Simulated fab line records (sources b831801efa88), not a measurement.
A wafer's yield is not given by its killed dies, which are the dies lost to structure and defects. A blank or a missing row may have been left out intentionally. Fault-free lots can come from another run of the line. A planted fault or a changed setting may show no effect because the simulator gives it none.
Which tool is to blame?    flow sky130    12 lots with 36 wafers sampled at 3 steps, on a route of 708 steps

## WHAT THE GAUGES READ, wafer by wafer
SKY_VIA2_BOW_MEAS_03.
lot   measured      on             VIA2_BOW (um)
L075  day 33 04:43  film-metro-03  83 85 78
L077  day 33 07:56  film-metro-01  100 100 91
L080  day 34 04:47  film-metro-04  103 85 98
L081  day 34 19:46  film-metro-01  81 84 80
L084  day 35 07:00  film-metro-03  82 93 90
L085  day 35 14:58  film-metro-01  80 80 88
L087  day 36 08:07  film-metro-03  83 85 73
L089  day 36 18:46  film-metro-01  95 93 78
L091  day 37 14:13  film-metro-01  81 87 82
L092  day 44 23:19  film-metro-04  78 86 92
L095  day 45 02:16  film-metro-01  76 92 79
L097  day 45 03:59  film-metro-04  75 98 79

## EACH LOT AND THE TOOL THAT RAN IT (in order: tool; ch and the chambers of the sampled wafers; start)
lot   SKY_METAL2_SPUTTER_01         SKY_METAL2_METAL_ETCH_19
L075  pvd-sputter-02, day 32 00:48  rie-metal-01 ch 0, day 33 03:31
L077  pvd-sputter-02, day 32 03:48  rie-metal-03 ch 0,1, day 33 06:46
L080  pvd-sputter-02, day 33 01:04  rie-metal-03 ch 0,1, day 34 03:37
L081  pvd-sputter-03, day 33 15:16  rie-metal-03 ch 0,1, day 34 18:28
L084  pvd-sputter-03, day 34 03:03  rie-metal-04 ch 0,1, day 35 05:50
L085  pvd-sputter-02, day 34 09:24  rie-metal-04 ch 0,1, day 35 13:46
L087  pvd-sputter-02, day 35 03:16  rie-metal-01 ch 0,1, day 36 06:55
L089  pvd-sputter-02, day 35 15:02  rie-metal-03 ch 0, day 36 17:28
L091  pvd-sputter-02, day 36 10:13  rie-metal-04 ch 0,1, day 37 13:04
L092  pvd-sputter-02, day 44 01:02  rie-metal-04 ch 0,1, day 44 22:05
L095  pvd-sputter-03, day 44 03:42  rie-metal-01 ch 0,1, day 45 01:02
L097  pvd-sputter-03, day 44 05:02  rie-metal-01 ch 1, day 45 02:46
- SKY_METAL2_SPUTTER_01: material TiN, target thk 20 nm, time 16.7 s.
- SKY_METAL2_METAL_ETCH_19: etches the open film in Cl2/BCl3, stops on SiO2, target depth 360 nm, time 78 s.

## THE ANSWER, worked out from the rows above alone
Rule: what is usual is taken from the lots themselves. Put in order of their means at a reading, lots are off if they are a third of the lots or fewer, leave a main group of 4 or more, and stand apart from it by a gap of 3 or more times the standard deviation of the main group's means; of several such gaps the widest counts. A main group is skipped when, at the precision printed for the reading in the tables above, its means are all equal. A lot without any number at a reading at which 4 lots or more have one is off too. Where the step has rows for the other lots, those lots are counted as sound.
Across all readings shown, no lot is off: no conclusion can be drawn from this.

## WHAT THE SIMULATOR HAD PUT IN
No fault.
